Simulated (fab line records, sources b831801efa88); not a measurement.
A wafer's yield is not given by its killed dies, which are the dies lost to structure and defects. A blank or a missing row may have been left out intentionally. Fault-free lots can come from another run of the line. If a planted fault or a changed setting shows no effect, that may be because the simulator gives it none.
fab line records	flow sky130
[record] lots = 6	wafers = 17	last-day = 49
route steps=708 shown VIA3@591 METAL4@598 CAP2M@603 PAD_OPEN@708
lots that met no fault: taken from a fault-free run of the same line
start-h: hours from the record's opening day to when the first of the lot's shown wafers began	wait-h: hours since the lot's step before	" the same as in the row above	L1.1+2: a row that stands for several wafers	- either no value or no given start	* or withheld: withheld	< > ~ a bound
route shown NAME@n: names a module that has steps shown in the file, with the first one's number in the route	usual: average and standard deviation across the fault-free wafers	same: alike in all rows	chamber/n: place in a boat	sites: per-site readings	_std_site: standard deviation across them	_edge_site: the outer-site mean with the inner-site mean subtracted	radius-mm: how far each site lies from the wafer's centre	mask NAME#n: copy n	behind: tool/chamber where the wafer was last shaped	hold: why the lot was held/for how many hours/how that ended	device: the transistor (n, p or np) that didn't switch	end of line: at the end of the route, the tests of the same wafers	a step given without rows: its recipe and nothing more	killed: dies that structure and defects cost at the first sort, which is not the same as the wafer's yield	map: shows each die of a wafer: x if killed, . if not, _ if none is there
set.NAME: setting as actually run; set.NAME@STEP: the setting as run at that earlier step	model.NAME: the simulator's own value behind a step, which no gauge read
a table for each step, a row for each wafer; lots at some steps of the route
services: the hour from which a tool's chamber was out of use, counted from the record's first day as start-h (under 0 if before that day), plus the number of hours and why
[[steps]]
[step SKY_VIA3_CLEAN_18]
[recipe] chemistry = IPA	time-s = 180	temp-c = 25
[step SKY_VIA3_CLEAN_19]
[recipe] chemistry = O3/DIW	dry = n2-spin
[step SKY_VIA3_SPUTTER_20]
[recipe] material = TiN	target-thk-nm = 20	chamber-pressure-pa = 5	power-w = 4000	time-s = 80
[usual] throttle-valve-pct = 30.1/1
lot.wafer	tool	chamber	start-h	wait-h	throttle-valve-pct
L454.1	pvd-sputter-02	-	953.04	0.0	30.4
L454.2	"	-	"	"	29.1
L454.5	"	-	"	"	29.1
L455.1	pvd-sputter-03	-	956.79	0.0	30.6
L455.5	"	-	"	"	30.8
L455.6	"	-	"	"	30.7
L464.1	pvd-sputter-01	-	1019.37	0.0	32.3
L464.5	"	-	"	"	30.1
L464.6	"	-	"	"	28.7
L465.1	pvd-sputter-01	-	1022.60	0.0	29.8
L465.2	"	-	"	"	28.5
L465.6	"	-	"	"	31.0
L466.1	pvd-sputter-03	-	1025.21	0.0	30.9
L466.4	"	-	"	"	30.7
L466.5	"	-	"	"	30.4
L468.1	pvd-sputter-03	-	1045.49	0.0	28.7
L468.6	"	-	"	"	30.7
[step SKY_VIA3_CVD_21]
[recipe] material = W	target-thk-nm = 390	time-s = 117.31	temp-c = 400	pressure-torr = 40
[step SKY_VIA3_RS_MEAS_22]
[recipe] thk-meas-gauge = four-point-probe	reads = W_of_VIA3_CVD_21+TiN_of_VIA3_SPUTTER_20
[usual] VIA3_W_RS = 0.2950/0.0024
lot.wafer	tool	chamber	start-h	wait-h	VIA3_W_RS[ohm/sq]
L454.1	film-metro-04	-	953.23	0.1	0.2948
L454.2	"	-	"	"	0.2994
L454.5	"	-	"	"	0.2971
L455.1	film-metro-03	-	956.98	0.1	0.2961
L455.5	"	-	"	"	0.2903
L455.6	"	-	"	"	0.2942
L464.1	film-metro-04	-	1019.55	0.1	0.2961
L464.5	"	-	"	"	0.2997
L464.6	"	-	"	"	0.3016
L465.1	film-metro-03	-	1022.78	0.1	0.2964
L465.2	"	-	"	"	0.2974
L465.6	"	-	"	"	0.2929
L466.1	film-metro-02	-	1025.40	0.1	0.2912
L466.4	"	-	"	"	0.2948
L466.5	"	-	"	"	0.2954
L468.1	film-metro-03	-	1045.67	0.1	0.2950
L468.6	"	-	"	"	0.2940
[step SKY_VIA3_THK_MEAS_23]
[recipe] thk-meas-gauge = xrf	reads = W_of_VIA3_CVD_21
[usual] VIA3_W_THK = 386/6.1
lot.wafer	tool	chamber	start-h	wait-h	VIA3_W_THK[nm]
L454.1	film-metro-04	-	953.35	0.1	386
L454.2	"	-	"	"	383
L454.5	"	-	"	"	384
L455.1	film-metro-03	-	957.10	0.1	385
L455.5	"	-	"	"	391
L455.6	"	-	"	"	385
L464.1	film-metro-04	-	1019.67	0.1	376
L464.5	"	-	"	"	373
L464.6	"	-	"	"	375
L465.1	film-metro-03	-	1022.90	0.1	386
L465.2	"	-	"	"	388
L465.6	"	-	"	"	391
L466.1	film-metro-02	-	1025.52	0.1	380
L466.4	"	-	"	"	373
L466.5	"	-	"	"	374
L468.1	film-metro-03	-	1045.79	0.1	391
L468.6	"	-	"	"	395
[step SKY_VIA3_CMP_24]
[recipe] stop-on = SiO2	t-overpolish-s = 20	down-force-psi = 3.5	platen-rpm = 60	target-thk-nm = 0	pad-velocity-m-s = 0.94248
[step SKY_METAL4_SPUTTER_00]
[recipe] material = Ti	target-thk-nm = 15	power-w = 3000	time-s = 10	chamber-pressure-pa = 0.4
[step SKY_METAL4_SPUTTER_01]
[recipe] material = TiN	target-thk-nm = 20	power-w = 6500	time-s = 16.7	chamber-pressure-pa = 0.4
[step SKY_METAL4_SPUTTER_02]
[recipe] material = AlCu	target-thk-nm = 735	power-w = 10600	time-s = 39.1	chamber-pressure-pa = 0.4
[step SKY_METAL4_SPUTTER_03]
[recipe] material = Ti	target-thk-nm = 5	power-w = 3000	time-s = 3.3	chamber-pressure-pa = 0.4
[usual] throttle-valve-pct = 30.2/1.4
lot.wafer	tool	chamber	start-h	wait-h	throttle-valve-pct
L454.1	pvd-sputter-04	-	953.79	0.0	29.7
L454.2	"	-	"	"	28.6
L454.5	"	-	"	"	29.8
L455.1	pvd-sputter-04	-	957.54	0.0	32.3
L455.5	"	-	"	"	29.7
L455.6	"	-	"	"	29.8
L464.1	pvd-sputter-01	-	1020.12	0.0	28.5
L464.5	"	-	"	"	31.2
L464.6	"	-	"	"	30.2
L465.1	pvd-sputter-04	-	1023.35	0.0	28.4
L465.2	"	-	"	"	32.2
L465.6	"	-	"	"	32.5
L466.1	pvd-sputter-04	-	1025.96	0.0	29.6
L466.4	"	-	"	"	30.0
L466.5	"	-	"	"	28.8
L468.1	pvd-sputter-04	-	1046.24	0.0	29.7
L468.6	"	-	"	"	28.4
[step SKY_METAL4_SPUTTER_04]
[recipe] material = TiN	target-thk-nm = 70	power-w = 6500	time-s = 58.3	chamber-pressure-pa = 0.4
[usual] throttle-valve-pct = 30.1/1.3
lot.wafer	tool	chamber	start-h	wait-h	throttle-valve-pct
L454.1	pvd-sputter-04	-	953.81	0.0	29.7
L454.2	"	-	"	"	28.4
L454.5	"	-	"	"	29.9
L455.1	pvd-sputter-04	-	957.56	0.0	32.3
L455.5	"	-	"	"	29.5
L455.6	"	-	"	"	29.8
L464.1	pvd-sputter-01	-	1020.14	0.0	28.6
L464.5	"	-	"	"	31.3
L464.6	"	-	"	"	30.0
L465.1	pvd-sputter-04	-	1023.37	0.0	28.6
L465.2	"	-	"	"	32.5
L465.6	"	-	"	"	32.2
L466.1	pvd-sputter-04	-	1025.98	0.0	29.7
L466.4	"	-	"	"	29.8
L466.5	"	-	"	"	28.6
L468.1	pvd-sputter-04	-	1046.26	0.0	29.8
L468.6	"	-	"	"	28.6
[step SKY_CAP2M_CVD_00]
[recipe] material = SiO2	target-thk-nm = 15.5	temp-c = 400	time-s = withheld	rf-w = 450
[usual] heater-power-w = 718/90
lot.wafer	tool	chamber	start-h	wait-h	heater-power-w	model.SiO2_of_CAP2M_CVD_00.thk-nm
L454.1	pecvd-04	2	953.86	0.0	628	15.36
L454.2	"	0	"	"	640	15.45
L454.5	"	2	"	"	645	15.66
L455.1	pecvd-03	2	957.61	0.0	713	15.09
L455.5	"	2	"	"	707	15.72
L455.6	"	0	"	"	616	15.8
L464.1	pecvd-03	0	1020.19	0.0	622	15.24
L464.5	"	2	"	"	657	15.53
L464.6	"	1	"	"	858	15.54
L465.1	pecvd-03	1	1023.41	0.0	865	11.26
L465.2	"	2	"	"	644	15.42
L465.6	"	1	"	"	826	15.66
L466.1	pecvd-04	1	1026.03	0.0	689	15
L466.4	"	0	"	"	676	15.41
L466.5	"	2	"	"	745	15.35
L468.1	pecvd-03	1	1046.31	0.0	810	11.24
L468.6	"	0	"	"	682	15.68
[step SKY_CAP2M_THK_MEAS_01]
[recipe] reads = SiO2_of_CAP2M_CVD_00
[usual] CAP2M_CVD_00_THK = 15.39/0.21
lot.wafer	tool	chamber	start-h	wait-h	CAP2M_CVD_00_THK[nm]
L454.1	film-metro-04	-	953.88	-	15.37
L454.2	"	-	"	"	15.41
L454.5	"	-	"	"	15.68
L455.1	film-metro-04	-	957.63	-	15.11
L455.5	"	-	"	"	15.67
L455.6	"	-	"	"	15.83
L464.1	film-metro-03	-	1020.21	-	15.18
L464.5	"	-	"	"	15.52
L464.6	"	-	"	"	15.55
L465.1	film-metro-03	-	1023.44	-	11.24
L465.2	"	-	"	"	15.43
L465.6	"	-	"	"	15.65
L466.1	film-metro-01	-	1026.05	-	15.02
L466.4	"	-	"	"	15.39
L466.5	"	-	"	"	15.38
L468.1	film-metro-01	-	1046.33	-	11.23
L468.6	"	-	"	"	15.67
[step SKY_CAP2M_SPUTTER_02]
[recipe] material = TiN	target-thk-nm = 200	temp-c = 300	power-w = 6500	time-s = 166.7	chamber-pressure-pa = 0.4
[step SKY_CAP2M_RS_MEAS_03]
[recipe] thk-meas-gauge = four-point-probe	reads = TiN_of_CAP2M_SPUTTER_02
[usual] CAP2M_TIN_RS = 6.91/0.088
lot.wafer	tool	chamber	start-h	wait-h	CAP2M_TIN_RS[ohm/sq]
L454.1	film-metro-01	-	954.05	0.1	6.85
L454.2	"	-	"	"	6.96
L454.5	"	-	"	"	6.82
L455.1	film-metro-03	-	957.80	0.1	6.95
L455.5	"	-	"	"	6.78
L455.6	"	-	"	"	6.83
L464.1	film-metro-03	-	1020.38	0.1	6.84
L464.5	"	-	"	"	6.83
L464.6	"	-	"	"	6.71
L465.1	film-metro-03	-	1023.61	0.1	6.98
L465.2	"	-	"	"	6.94
L465.6	"	-	"	"	6.98
L466.1	film-metro-04	-	1026.22	0.1	6.74
L466.4	"	-	"	"	6.79
L466.5	"	-	"	"	6.84
L468.1	film-metro-04	-	1046.50	0.1	7.07
L468.6	"	-	"	"	7.07
[step SKY_CAP2M_THK_MEAS_04]
[recipe] thk-meas-gauge = xrf	reads = TiN_of_CAP2M_SPUTTER_02
[usual] CAP2M_TIN_THK = 200.3/2.9
lot.wafer	tool	chamber	start-h	wait-h	CAP2M_TIN_THK[nm]
L454.1	film-metro-01	-	954.17	0.1	202.7
L454.2	"	-	"	"	199.6
L454.5	"	-	"	"	203.2
L455.1	film-metro-03	-	957.92	0.1	199.5
L455.5	"	-	"	"	203.7
L455.6	"	-	"	"	203.9
L464.1	film-metro-03	-	1020.50	0.1	203.0
L464.5	"	-	"	"	203.5
L464.6	"	-	"	"	206.2
L465.1	film-metro-03	-	1023.73	0.1	199.2
L465.2	"	-	"	"	200.0
L465.6	"	-	"	"	200.1
L466.1	film-metro-04	-	1026.34	0.1	202.5
L466.4	"	-	"	"	202.3
L466.5	"	-	"	"	200.4
L468.1	film-metro-04	-	1046.62	0.1	193.8
L468.6	"	-	"	"	194.4
[step SKY_CAP2M_DEHYDRATE_05]
[recipe] temp-c = 200	time-s = 60
[step SKY_CAP2M_HMDS_06]
[recipe] prime-time-s = 60	prime-temp-c = 120
[step SKY_CAP2M_COAT_07]
[recipe] resist = NOVOLAK	spin-rpm = 3000	resist-thk-nm = 1140
[step SKY_CAP2M_SOFTBAKE_08]
[recipe] temp-c = 90	time-s = 60	resist = NOVOLAK
[step SKY_CAP2M_EXPOSE_09]
[recipe] mask-id = CAP2M	na = 0.6	source-shape = conventional	sigma-outer = 0.6	polarization = unpolarized	target-cd-nm = 1000	dose-mj = 159
[step SKY_CAP2M_PEB_10]
[recipe] temp-c = withheld	time-s = *	resist = NOVOLAK
[step SKY_CAP2M_DEVELOP_11]
[recipe] resist = NOVOLAK	developer = TMAH	develop-time-s = 60	dev-temp-c = 23
[step SKY_CAP2M_OVL_MEAS_12]
[usual] CAP2M_OVL = -0.7/1.5
lot.wafer	tool	chamber	start-h	wait-h	CAP2M_OVL[nm]
L454.1	overlay-01	-	977.79	0.1	-2.6
L454.2	"	-	"	"	-2.7
L454.5	"	-	"	"	-2.8
L455.1	overlay-02	-	981.84	0.1	-1.3
L455.5	"	-	"	"	-1.8
L455.6	"	-	"	"	-2.5
L464.1	overlay-02	-	1043.43	0.1	-1.2
L464.5	"	-	"	"	-0.1
L464.6	"	-	"	"	-0.9
L465.1	overlay-02	-	1046.77	0.1	-1.7
L465.2	"	-	"	"	1.5
L465.6	"	-	"	"	-0.9
L466.1	overlay-01	-	1048.69	0.1	-2.1
L466.4	"	-	"	"	-1.5
L466.5	"	-	"	"	-0.8
L468.1	overlay-01	-	1067.48	0.1	-0.6
L468.6	"	-	"	"	-0.4
[step SKY_CAP2M_METAL_ETCH_13]
[recipe] target-depth-nm = 220	stop-on = SiO2	chemistry = Cl2/BCl3	target = TiN	pressure-mtorr = 10	icp-w = 900	bias-w = 48.5	Cl2_flow_sccm = 60	bcl3-flow-sccm = 30	time-s = 62.9
[step SKY_CAP2M_STRIP_14]
[recipe] chemistry = O2/N2	power-w = 1400	pressure-mtorr = 1500	platen-temp-c = withheld	o2-flow-sccm = 3000	n2-flow-sccm = 300	overash-fraction = 0.5
[usual] drypump-motor-current-A = 5.54/0.13	oes-product-au = 0.711/0.0046	strip-time-to-endpoint-s = 12.66/0.055
lot.wafer	tool	chamber	start-h	wait-h	drypump-motor-current-A	oes-product-au	rf-hours-counter-h	strip-time-to-endpoint-s
L454.1	plasma-asher-04	0	977.90	0.1	5.68	0.708	85	12.74
L454.2	"	1	"	"	5.42	0.711	85	12.65
L454.5	"	1	"	"	5.41	0.717	-	12.64
L455.1	plasma-asher-04	1	981.95	0.1	5.44	0.709	85	12.75
L455.5	"	0	"	"	5.66	0.713	-	12.74
L455.6	"	1	"	"	5.41	0.710	-	12.62
L464.1	plasma-asher-03	1	1043.54	0.1	5.67	0.708	60	12.71
L464.5	"	0	"	"	5.66	0.703	-	12.64
L464.6	"	1	"	"	5.68	0.707	-	12.72
L465.1	plasma-asher-04	0	1046.88	0.1	5.68	0.710	92	12.70
L465.2	"	1	"	"	5.47	0.712	92	12.64
L465.6	"	1	"	"	5.46	0.716	-	12.65
L466.1	plasma-asher-02	0	1048.80	0.1	5.32	0.709	124	12.66
L466.4	"	0	"	"	5.34	0.707	-	12.67
L466.5	"	0	"	"	5.32	0.706	-	12.65
L468.1	plasma-asher-04	1	1067.59	0.1	5.43	0.713	94	12.69
L468.6	"	0	"	"	5.68	0.717	-	12.68
[step SKY_CAP2M_STRIP_15]
[recipe] chemistry = post-etch-residue-remover	time-s = 1200	temp-c = 72.5
[step SKY_CAP2M_CLEAN_16]
[recipe] chemistry = IPA	time-s = 180	temp-c = 25
[step SKY_CAP2M_CLEAN_17]
[recipe] chemistry = O3/DIW	dry = n2-spin
[step SKY_METAL4_DEHYDRATE_05]
[recipe] temp-c = 200	time-s = 60
[step SKY_METAL4_HMDS_06]
[recipe] prime-time-s = 60	prime-temp-c = 120
[step SKY_METAL4_COAT_07]
[recipe] resist = BARC	temp-c = withheld	time-s = withheld	spin-rpm = 3000	resist-thk-nm = 60
[step SKY_METAL4_COAT_08]
[recipe] resist = KrF-thick	spin-rpm = 3000	resist-thk-nm = 1140
[step SKY_METAL4_SOFTBAKE_09]
[recipe] temp-c = 100	time-s = 90	resist = KrF-thick
[step SKY_METAL4_EXPOSE_10]
[recipe] mask-id = MM4	na = 0.68	source-shape = annular	sigma-inner = 0.4	sigma-outer = 0.8	target-cd-nm = 300	dose-mj = 28
[step SKY_METAL4_PEB_11]
[recipe] peb-temp-c = withheld	peb-time-s = withheld	resist = KrF-thick
[step SKY_METAL4_DEVELOP_12]
[recipe] develop-time-s = 60	resist = KrF-thick	dev-temp-c = 21
[step SKY_METAL4_CD_MEAS_13]
[recipe] target-cd-nm = 300
[usual] cd-nm = 300.3/1.5
lot.wafer	tool	chamber	start-h	wait-h	cd-nm
L454.1	cd-sem-01	-	1001.57	-	300.2
L454.2	"	-	"	"	301.7
L454.5	"	-	"	"	301.3
L455.1	cd-sem-01	-	1005.84	-	302.0
L455.5	"	-	"	"	302.5
L455.6	"	-	"	"	302.9
L464.1	cd-sem-01	-	1066.79	-	300.2
L464.5	"	-	"	"	301.3
L464.6	"	-	"	"	299.8
L465.1	cd-sem-02	-	1068.78	-	301.0
L465.2	"	-	"	"	300.9
L465.6	"	-	"	"	301.6
L466.1	cd-sem-02	-	1071.37	-	299.2
L466.4	"	-	"	"	298.2
L466.5	"	-	"	"	299.8
L468.1	cd-sem-02	-	1089.14	-	301.4
L468.6	"	-	"	"	299.8
[step SKY_METAL4_OVL_MEAS_14]
[usual] METAL4_OVL = -3/5.5
lot.wafer	tool	chamber	start-h	wait-h	METAL4_OVL[nm]
L454.1	overlay-02	-	1001.69	0.1	-11
L454.2	"	-	"	"	-2
L454.5	"	-	"	"	-6
L455.1	overlay-01	-	1005.96	0.1	1
L455.5	"	-	"	"	-5
L455.6	"	-	"	"	1
L464.1	overlay-02	-	1066.91	0.1	5
L464.5	"	-	"	"	3
L464.6	"	-	"	"	-4
L465.1	overlay-01	-	1068.90	0.1	-3
L465.2	"	-	"	"	-7
L465.6	"	-	"	"	-1
L466.1	overlay-01	-	1071.49	0.1	2
L466.4	"	-	"	"	2
L466.5	"	-	"	"	-4
L468.1	overlay-02	-	1089.26	0.1	0
L468.6	"	-	"	"	-4
[step SKY_METAL4_DESCUM_15]
[recipe] chemistry = O2	source-power-w = 150	bias-power-w = 0	pressure-mtorr = 10	temp-c = 40	time-s = 8
[usual] drypump-motor-current-A = 5.6/0.37	oes-product-au = 1.000/0.013
[same] bias-power-w = 0
lot.wafer	tool	chamber	start-h	wait-h	drypump-motor-current-A	oes-product-au	rf-hours-counter-h
L454.1	rie-metal-03	0	1001.73	0.0	5.0	0.990	8
L454.2	"	1	"	"	6.2	1.006	21
L454.5	"	1	"	"	6.2	1.014	-
L455.1	rie-metal-04	0	1006.00	0.0	5.7	1.009	7
L455.5	"	0	"	"	5.7	1.009	-
L455.6	"	0	"	"	5.7	1.014	-
L464.1	rie-metal-03	0	1066.95	0.0	5.0	0.993	12
L464.5	"	0	"	"	5.0	0.994	-
L464.6	"	0	"	"	5.0	0.998	-
L465.1	rie-metal-01	0	1068.93	0.0	5.6	1.006	20
L465.2	"	1	"	"	5.4	0.986	14
L465.6	"	1	"	"	5.4	0.985	-
L466.1	rie-metal-03	0	1071.53	0.0	5.0	1.003	13
L466.4	"	0	"	"	5.0	1.000	-
L466.5	"	0	"	"	5.0	0.990	-
L468.1	rie-metal-03	0	1089.30	0.0	5.0	0.973	15
L468.6	"	0	"	"	5.0	0.992	-
[step SKY_METAL4_ETCH_16]
[recipe] chemistry = N2/H2	target = BARC	ion-energy-ev = 200	bias-w = 100	pressure-mtorr = 30	n2-flow-sccm = 100	h2-flow-sccm = 200	icp-w = 500	stop-on = SiO2	time-s = 88.2	target-depth-a = 600
[step SKY_METAL4_ETCH_17]
[recipe] target = SiO2	stop-on = TiN	chemistry = C4F8/O2/Ar	source-w = 1500	bias-w = 1200	pressure-mtorr = 40	c4f8-flow-sccm = withheld	O2_flow_sccm = 6	Ar_flow_sccm = 300	time-s = 3.9	target-depth-a = 150
[usual] oes-product-au = 0.752/0.0062
lot.wafer	tool	chamber	start-h	wait-h	oes-product-au	rf-hours-counter-h
L454.1	rie-diel-03	3	1001.86	0.1	0.747	14
L454.2	"	0	"	"	0.750	15
L454.5	"	1	"	"	0.753	-
L455.1	rie-diel-04	0	1006.26	0.2	0.744	13
L455.5	"	2	"	"	0.756	-
L455.6	"	1	"	"	0.756	-
L464.1	rie-diel-01	0	1067.21	0.2	0.752	21
L464.5	"	1	"	"	0.747	-
L464.6	"	2	"	"	0.754	-
L465.1	rie-diel-03	0	1069.06	0.1	0.651	17
L465.2	"	1	"	"	0.754	12
L465.6	"	3	"	"	0.759	-
L466.1	rie-diel-04	0	1071.79	0.2	0.740	14
L466.4	"	2	"	"	0.753	29
L466.5	"	1	"	"	0.750	-
L468.1	rie-diel-03	0	1089.43	0.1	0.647	18
L468.6	"	3	"	"	0.761	-
[step SKY_PAD_OPEN_PROBE_99]
[usual] defect-limited-yield = 81.9/2	killed_at_M0_to_M3 = 43/6.5	killed_at_M4_up = 3.2/1.8	killed-at-contacts = 26/5.2	killed-at-front-end = 16/4.8	killed-at-other = 0.3/0.6	killed-dies = 89/9.6	killed-open = 48/7.1	killed-short = 40/6.4
[same] gross-dies = 492	killed-at-back-side = 0
lot.wafer	tool	chamber	start-h	wait-h	defect-limited-yield[%]	killed_at_M0_to_M3	killed_at_M4_up	killed-at-contacts	killed-at-front-end	killed-at-other	killed-dies	killed-open	killed-short
L454.1	prober-02	-	1096.48	0.1	82.9	41	6	24	13	0	84	42	42
L454.2	prober-02	-	1096.53	0.1	82.1	43	2	26	17	0	88	48	39
L454.5	prober-02	-	1096.68	0.2	83.5	35	3	20	23	0	81	48	33
L455.1	prober-02	-	1099.93	0.1	82.7	40	6	23	16	0	85	48	37
L455.5	prober-02	-	1100.13	0.2	79.7	49	3	31	17	0	100	65	35
L455.6	prober-02	-	1100.18	0.2	82.3	54	5	15	13	0	87	46	41
L464.1	prober-02	-	1151.74	0.1	79.5	40	3	33	25	0	101	54	45
L464.5	prober-02	-	1151.94	0.2	80.5	42	5	32	17	0	96	50	44
L464.6	prober-02	-	1151.99	0.2	80.1	34	4	30	29	1	98	51	44
L465.1	prober-01	-	1154.06	0.1	83.5	33	4	26	16	2	81	45	35
L465.2	prober-01	-	1154.11	0.1	84.1	28	5	33	12	0	78	39	36
L465.6	prober-01	-	1154.31	0.2	81.3	45	5	31	11	0	92	52	40
L466.1	prober-02	-	1156.10	0.1	83.9	43	1	23	12	0	79	45	34
L466.4	prober-02	-	1156.25	0.2	78.0	54	5	29	20	0	108	63	44
L466.5	prober-02	-	1156.30	0.2	81.9	50	1	27	11	0	89	51	37
L468.1	prober-02	-	1171.80	0.1	79.1	56	2	30	14	1	103	52	51
L468.6	prober-02	-	1172.05	0.2	81.9	40	6	33	10	0	89	55	34
// killed by level:class
L454.1 CONTACT:geometric-particle:open=11 METAL2:geometric-particle:short=9 METAL1:geometric-particle:short=8 VIA3:geometric-particle:open=7 METAL4:geometric-particle:short=6 VIA1:geometric-particle:open=6 LI_CONTACT:geometric-particle:open=5 VIA2:geometric-particle:open=5
L454.2 VIA1:geometric-particle:open=16 CONTACT:geometric-particle:open=9 VIA2:geometric-particle:open=8 CONTACT:geometric-particle:short=8 FIELD_ISO:geometric-particle:short=5 FIELD_ISO:geometric-particle:open=5 METAL1:geometric-particle:short=5 POLY_GATE:geometric-particle:short=4
L454.5 VIA1:geometric-particle:open=11 CONTACT:geometric-particle:open=9 FIELD_ISO:geometric-particle:open=7 POLY_GATE:geometric-particle:short=7 LI_CONTACT:geometric-particle:open=6 METAL1:geometric-particle:short=5 VIA2:geometric-particle:open=5 VIA2:geometric-particle:short=4
L455.1 CONTACT:geometric-particle:open=9 LI_CONTACT:geometric-particle:open=9 VIA1:geometric-particle:open=9 VIA2:geometric-particle:open=5 METAL1:geometric-particle:short=5 METAL4:geometric-particle:short=5 FIELD_ISO:geometric-particle:open=4 POLY_GATE:geometric-particle:open=4
L455.5 CONTACT:geometric-particle:open=12 VIA1:geometric-particle:open=10 VIA3:geometric-particle:open=9 LI_CONTACT:geometric-particle:open=8 POLY_GATE:geometric-particle:open=7 VIA2:geometric-particle:open=6 CONTACT:geometric-particle:short=5 METAL3:geometric-particle:short=4
L455.6 VIA3:geometric-particle:open=11 METAL2:geometric-particle:short=10 VIA1:geometric-particle:open=8 FIELD_ISO:geometric-particle:open=7 METAL1:geometric-particle:short=7 CONTACT:geometric-particle:open=6 VIA2:geometric-particle:short=6 VIA2:geometric-particle:open=6
L464.1 CONTACT:geometric-particle:open=10 FIELD_ISO:geometric-particle:open=9 LOCAL_INTERCONNECT:geometric-particle:short=8 CONTACT:geometric-particle:short=7 VIA3:geometric-particle:open=7 VIA1:geometric-particle:open=6 POLY_GATE:geometric-particle:short=5 POLY_GATE:geometric-particle:open=5
L464.5 METAL2:geometric-particle:short=12 LI_CONTACT:geometric-particle:open=12 VIA1:geometric-particle:open=11 CONTACT:geometric-particle:open=8 LOCAL_INTERCONNECT:geometric-particle:short=5 FIELD_ISO:geometric-particle:open=4 POLY_GATE:geometric-particle:open=4 VIA1:geometric-particle:short=4
L464.6 CONTACT:geometric-particle:open=14 CONTACT:geometric-particle:short=9 FIELD_ISO:geometric-particle:open=8 FIELD_ISO:geometric-particle:short=7 POLY_GATE:geometric-particle:open=7 VIA3:geometric-particle:open=6 METAL1:geometric-particle:short=6 VIA2:geometric-particle:open=5
L465.1 LI_CONTACT:geometric-particle:open=13 VIA1:geometric-particle:open=7 CONTACT:geometric-particle:open=6 POLY_GATE:geometric-particle:open=5 VIA1:geometric-particle:short=5 VIA3:geometric-particle:open=4 METAL1:geometric-particle:short=4 FIELD_ISO:geometric-particle:short=3
L465.2 LI_CONTACT:geometric-particle:open=12 CONTACT:geometric-particle:short=9 CONTACT:geometric-particle:open=7 VIA3:geometric-particle:short=6 FIELD_ISO:geometric-particle:open=4 VIA1:geometric-particle:open=4 VIA1:geometric-particle:short=4 METAL2:geometric-particle:short=4
L465.6 VIA1:geometric-particle:open=17 CONTACT:geometric-particle:open=10 LI_CONTACT:geometric-particle:open=7 VIA2:geometric-particle:open=6 LI_CONTACT:geometric-particle:short=5 CONTACT:geometric-particle:short=5 METAL1:geometric-particle:short=4 VIA2:geometric-particle:short=4
L466.1 VIA1:geometric-particle:open=10 CONTACT:geometric-particle:open=8 VIA2:geometric-particle:open=7 VIA3:geometric-particle:open=7 VIA1:geometric-particle:short=6 LI_CONTACT:geometric-particle:short=5 POLY_GATE:geometric-particle:short=4 LI_CONTACT:geometric-particle:open=4
L466.4 VIA1:geometric-particle:open=12 CONTACT:geometric-particle:open=11 VIA2:geometric-particle:open=8 VIA3:geometric-particle:open=8 LOCAL_INTERCONNECT:geometric-particle:short=7 METAL1:geometric-particle:short=6 FIELD_ISO:geometric-particle:open=5 LI_CONTACT:geometric-particle:open=5
L466.5 VIA1:geometric-particle:open=15 CONTACT:geometric-particle:open=12 CONTACT:geometric-particle:short=6 VIA3:geometric-particle:open=6 POLY_GATE:geometric-particle:open=4 LI_CONTACT:geometric-particle:open=4 LOCAL_INTERCONNECT:geometric-particle:short=4 METAL1:geometric-particle:short=4
L468.1 VIA1:geometric-particle:open=13 CONTACT:geometric-particle:open=12 METAL1:geometric-particle:short=9 VIA3:geometric-particle:open=7 VIA3:geometric-particle:short=6 LI_CONTACT:geometric-particle:open=6 CONTACT:geometric-particle:short=5 VIA1:geometric-particle:short=5
L468.6 VIA1:geometric-particle:open=17 CONTACT:geometric-particle:open=12 LI_CONTACT:geometric-particle:open=8 CONTACT:geometric-particle:short=6 VIA1:geometric-particle:short=6 METAL1:geometric-particle:short=5 LOCAL_INTERCONNECT:geometric-particle:short=4 VIA2:geometric-particle:open=4
[[services]]
tool	chamber	start-h	hours	kind
plasma-asher-03	-	930.47	0.9	repair
pvd-sputter-04	-	938.77	1.9	repair
pvd-sputter-03	-	944.10	1.9	repair
pvd-sputter-03	-	946.71	4.6	repair
plasma-asher-03	-	956.29	2.8	pm
pecvd-03	-	969.48	1.2	repair
rie-diel-01	2	976.43	15.6	repair
pecvd-04	0	979.09	10.8	repair
pecvd-03	0	986.72	5.5	scheduled-down
pecvd-03	0	998.29	14.4	repair
rie-metal-04	-	998.82	0.6	repair
pvd-sputter-04	-	1019.20	2.7	repair
pvd-sputter-02	-	1019.45	3.2	repair
pecvd-04	-	1022.33	1.6	repair
rie-diel-03	2	1026.15	22.1	repair
plasma-asher-03	-	1037.55	0.6	repair
plasma-asher-04	-	1051.77	4.3	repair
rie-metal-04	-	1053.88	0.9	repair
plasma-asher-02	-	1055.25	9.0	pm
rie-metal-03	1	1057.75	-	clean
pvd-sputter-01	-	1073.41	3.7	repair
plasma-asher-02	-	1078.11	4.3	pm
pecvd-04	-	1080.83	0.7	repair
rie-diel-03	1	1081.67	7.4	repair
[[key]]
[first-sign] step = SKY_CAP2M_THK_MEAS_01	reading = CAP2M_CVD_00_THK	direction = down	sigmas = 19	usual = 15.39	struck = 11.24
[effect] step = SKY_METAL4_ETCH_17	reading = oes-product-au	direction = down	sigmas = 16	usual = 0.752	struck = 0.649
[model-effect] step = SKY_CAP2M_CVD_00	value = SiO2_of_CAP2M_CVD_00.thk-nm	without = 15.39	struck = 11.25
met-at SKY_CAP2M_CVD_00
struck-wafers L465.1,L468.1
onset-between 1020.19 1023.41
[fault] kind = process-parameter-drift	tool = pecvd-03	chamber = -	onset-h = 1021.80	steps = SKY_CAP2M_CVD_00	channel = target-thk-nm	offset = -4.1731	shape = step	end-h = 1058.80	scope = struck-wafers-only	acts-in = these-recipes-only	stated = 15.5
